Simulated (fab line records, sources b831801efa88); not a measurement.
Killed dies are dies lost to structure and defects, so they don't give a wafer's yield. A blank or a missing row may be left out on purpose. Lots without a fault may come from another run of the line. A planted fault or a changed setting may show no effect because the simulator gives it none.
Which tool did it? | flow sky130 | 13 lots, 39 wafers sampled, at 4 steps of a route of 708

WHAT THE GAUGES READ, wafer by wafer
SKY_VT_ADJUST_HVTP_TW_MEAS_11. Usual: VT_ADJUST_HVTP_TW 1354, standard deviation 9.3.
lot  | measured     | on            | VT_ADJUST_HVTP_TW | flag
L120 | day 6 05:18  | film_metro-02 | 1334 1334 1340    |
L121 | day 6 12:50  | film_metro-03 | 1355 1353 1351    |
L122 | day 6 17:08  | film_metro-01 | 1364 1361 1362    |
L123 | day 6 23:56  | film_metro-03 | 1361 1358 1362    |
L124 | day 7 12:05  | film_metro-02 | 1357 1345 1345    |
L129 | day 9 02:29  | film_metro-02 | 1346 1342 1348    |
L133 | day 9 19:59  | film_metro-03 | 1344 1352 1353    |
L134 | day 10 03:50 | film_metro-02 | 1347 1356 1346    |
L135 | day 10 07:57 | film_metro-01 | 1372 1365 1361    |
L136 | day 10 18:05 | film_metro-03 | 1350 1343 1351    |
L139 | day 11 12:42 | film_metro-03 | 1357 1345 1353    |
L140 | day 11 15:25 | film_metro-01 | 1375 1364 1368    |
L141 | day 11 19:53 | film_metro-02 | 1341 1337 1341    |

SKY_SD_N_OVL_MEAS_08. Usual: SD_N_OVL -0.6 nm, standard deviation 1.7.
lot  | measured     | on         | SD_N_OVL (nm)  | flag
L120 | day 27 22:50 | overlay-01 | -4.0 -3.0 -2.8 |
L121 | day 28 11:32 | overlay-01 | -1.4 -0.8 -1.9 |
L122 | day 28 21:43 | overlay-02 | -1.7 -2.8 -1.3 |
L123 | day 28 22:23 | overlay-01 | -1.0 -4.4 -1.4 |
L124 | day 30 00:40 | overlay-02 | 1.9 2.2 -0.4   |
L129 | day 31 17:47 | overlay-01 | -1.4 0.4 -1.7  |
L133 | day 32 18:26 | overlay-02 | 0.0 0.6 -0.5   |
L134 | day 33 01:41 | overlay-02 | -1.7 -1.6 -1.4 |
L135 | day 33 09:23 | overlay-02 | -2.7 -1.1 -2.1 |
L136 | day 33 16:20 | overlay-02 | 1.3 0.9 2.0    |
L139 | day 34 16:57 | overlay-01 | -1.5 -1.3 -1.4 |
L140 | day 34 19:01 | overlay-01 | -1.9 -2.8 -2.1 |
L141 | day 34 23:32 | overlay-01 | -0.1 0.4 0.0   |

SKY_SD_N_RS_MEAS_18: measures by four-point-probe. Usual: RES_XHIGH_RS 332.9 ohm/sq, standard deviation 1.2.
lot  | measured     | on            | RES_XHIGH_RS (ohm/sq) | flag
L120 | day 27 23:50 | film_metro-03 | 333.6 334.8 333.1     |
L121 | day 28 12:29 | film_metro-02 | 332.7 333.2 333.3     |
L122 | day 28 22:43 | film_metro-02 | 332.2 331.0 332.4     |
L123 | day 28 23:22 | film_metro-02 | 332.6 333.5 332.9     |
L124 | day 30 01:38 | film_metro-01 | 335.6 334.4 333.9     |
L129 | day 31 18:44 | film_metro-01 | 334.3 334.0 334.3     |
L133 | day 32 19:26 | film_metro-02 | 333.5 333.3 331.7     |
L134 | day 33 02:41 | film_metro-01 | 332.8 333.8 332.6     |
L135 | day 33 10:25 | film_metro-03 | 335.2 334.6 334.5     |
L136 | day 33 17:17 | film_metro-02 | 332.7 333.6 331.8     |
L139 | day 34 17:57 | film_metro-01 | 332.0 331.7 333.4     |
L140 | day 34 19:58 | film_metro-02 | 333.2 333.5 331.9     |
L141 | day 35 00:31 | film_metro-02 | 331.4 333.0 331.6     |

WHICH TOOL RAN EACH LOT (tool, then ch and the chambers of the sampled wafers, then the start)
lot  | SKY_SONOS_TUNNEL_IMPLANT_09
L120 | implanter-02 ch 0, day 11 10:22
L121 | implanter-03 ch 0, day 11 21:22
L122 | implanter-03 ch 0, day 12 04:02
L123 | implanter-02 ch 0, day 12 09:47
L124 | implanter-03 ch 0, day 13 04:41
L129 | implanter-03 ch 0, day 15 02:04
L133 | implanter-03 ch 0, day 16 02:40
L134 | implanter-01 ch 0, day 16 11:59
L135 | implanter-02 ch 0, day 16 16:57
L136 | implanter-01 ch 0, day 17 05:17
L139 | implanter-03 ch 0, day 18 05:21
L140 | implanter-03 ch 0, day 18 07:37
L141 | implanter-03 ch 0, day 18 14:38
- SKY_SONOS_TUNNEL_IMPLANT_09

WHAT THE TOOLS THEMSELVES READ (means of the sampled wafers that have a number; where no wafer has one, the mark that the record gives instead)
SKY_SONOS_TUNNEL_IMPLANT_09. Usual: beam_energy_keV 20.000, standard deviation 0.0058; dose_ions_cm2 1.0001e+12, standard deviation 1.1e+09; end_station_pressure_torr 5e-06 Torr, standard deviation 2.7e-07.
lot  | tool         | beam_energy_keV | dose_ions_cm2 | end_station_pressure_torr (Torr) | flag
L120 | implanter-02 | 20.006          | 1.0002e+12    | 5e-06                            |
L121 | implanter-03 | 19.994          | 1.0005e+12    | 5e-06                            |
L122 | implanter-03 | 19.996          | 1.0000e+12    | 5e-06                            |
L123 | implanter-02 | 20.000          | 1.0011e+12    | 5e-06                            |
L124 | implanter-03 | 20.009          | 1.0005e+12    | 5e-06                            |
L129 | implanter-03 | 18.676          | 1.0017e+12    | 5e-06                            | OFF
L133 | implanter-03 | 18.674          | 9.9967e+11    | 5e-06                            | OFF
L134 | implanter-01 | 19.998          | 9.9903e+11    | 5e-06                            |
L135 | implanter-02 | 19.998          | 1.0001e+12    | 5e-06                            |
L136 | implanter-01 | 20.002          | 9.9737e+11    | 5e-06                            |
L139 | implanter-03 | 19.995          | 1.0013e+12    | 5e-06                            |
L140 | implanter-03 | 19.994          | 1.0003e+12    | 5e-06                            |
L141 | implanter-03 | 19.998          | 9.9980e+11    | 5e-06                            |

THE ANSWER, worked out from the rows above alone
Rule: a lot is off if the mean of its wafers that have a number lies more than 3 standard deviations from the usual mean. A lot without any number at a reading at which 4 lots or more have one is off too. The other lots that the step has rows for count as sound. The gauges are gone through in route order, then the tools' own readings, and for those a lot's mean is taken as printed above. The first step at which some lot is off is used, and at that step the reading that is off furthest; a lot without a number counts as furthest.
Off: L129, L133, at SKY_SONOS_TUNNEL_IMPLANT_09 (beam_energy_keV).
A tool fits if, at that step or a process step before it, it ran every lot that is off, and no sound lot after the first of them. None of those tried fits.

WHAT THE SIMULATOR HAD PUT IN
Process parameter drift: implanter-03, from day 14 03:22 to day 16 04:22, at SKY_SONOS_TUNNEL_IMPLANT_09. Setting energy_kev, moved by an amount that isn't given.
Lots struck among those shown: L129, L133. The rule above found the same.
